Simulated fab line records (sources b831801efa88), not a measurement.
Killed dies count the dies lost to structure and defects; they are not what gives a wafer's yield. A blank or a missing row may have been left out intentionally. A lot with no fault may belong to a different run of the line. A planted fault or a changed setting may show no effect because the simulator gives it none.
Chamber matching ; flow sky130 ; SKY_POLY_GATE_ETCH_17 on rie-si-02: 4 sister chambers
The step etches poly-Si in HBr/Cl2, stops on SiO2, target depth 180 nm, time 70.5 s. 14 wafers are shown with their chamber, then 6 later ones without.

WAFERS WITH THEIR CHAMBER
wafer;chamber;drypump-motor-current-A (A);oes-product-au (a.u.);throttle-valve-pct (%)
L215.1;0;5.5;0.995;33.689
L215.4;3;6.1;0.991;33.689
L215.6;2;5.1;0.986;33.677
L219.2;1;5.9;0.999;33.678
L219.3;2;5.1;1.003;33.681
L219.6;3;6.1;0.993;33.678
L220.1;0;5.5;0.994;33.712
L220.5;0;5.5;0.986;33.690
L220.6;1;6.0;0.994;33.679
L223.2;1;6.0;1.001;33.697
L223.5;0;5.5;0.988;33.672
L223.6;3;6.1;0.996;33.694
L228.2;0;5.4;0.997;33.678
L228.3;3;6.2;0.994;33.693

SIGNATURES (averages over the wafers above)
reading;chamber 0;chamber 1;chamber 2;chamber 3;scatter within a chamber
drypump-motor-current-A;5.480;5.967;5.100;6.125;0.0471
oes-product-au;0.99200;0.99800;0.99450;0.99350;0.00523
throttle-valve-pct;33.68820;33.68467;33.67900;33.68850;0.0116
Rule: a wafer lies at a distance from a chamber equal to the root of the sum of squares, over the readings, of (its reading less the chamber's mean, divided by the reading's scatter). If the next closest chamber is less than 2 further off than the closest, the wafer can't be placed; otherwise it belongs to the closest. The scatter is the square root of a quotient: the sum, over the shown wafers, of each reading's squared deviation from its chamber's mean, divided by wafers minus chambers.

WAFERS MISSING THEIR CHAMBER
wafer;drypump-motor-current-A (A);oes-product-au (a.u.);throttle-valve-pct (%)
L228.6;5.1;0.985;33.687
L230.3;6.1;0.990;33.686
L230.4;6.0;0.986;33.668
L230.6;6.0;0.995;33.683
L229.1;5.1;0.992;33.679
L229.5;6.0;0.992;33.676

EACH ONE'S CHAMBER
wafer;from the rows above;in truth
L228.6;2;2
L230.3;3;3
L230.4;can't be placed: 1 or 3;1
L230.6;can't be placed: 1 or 3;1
L229.1;2;2
L229.5;can't be placed: 1 or 3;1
Correctly placed: 3 of 6. Cannot be placed on the basis of these rows: 3; the candidates contain the true chamber in 3. 0 placed wrongly.
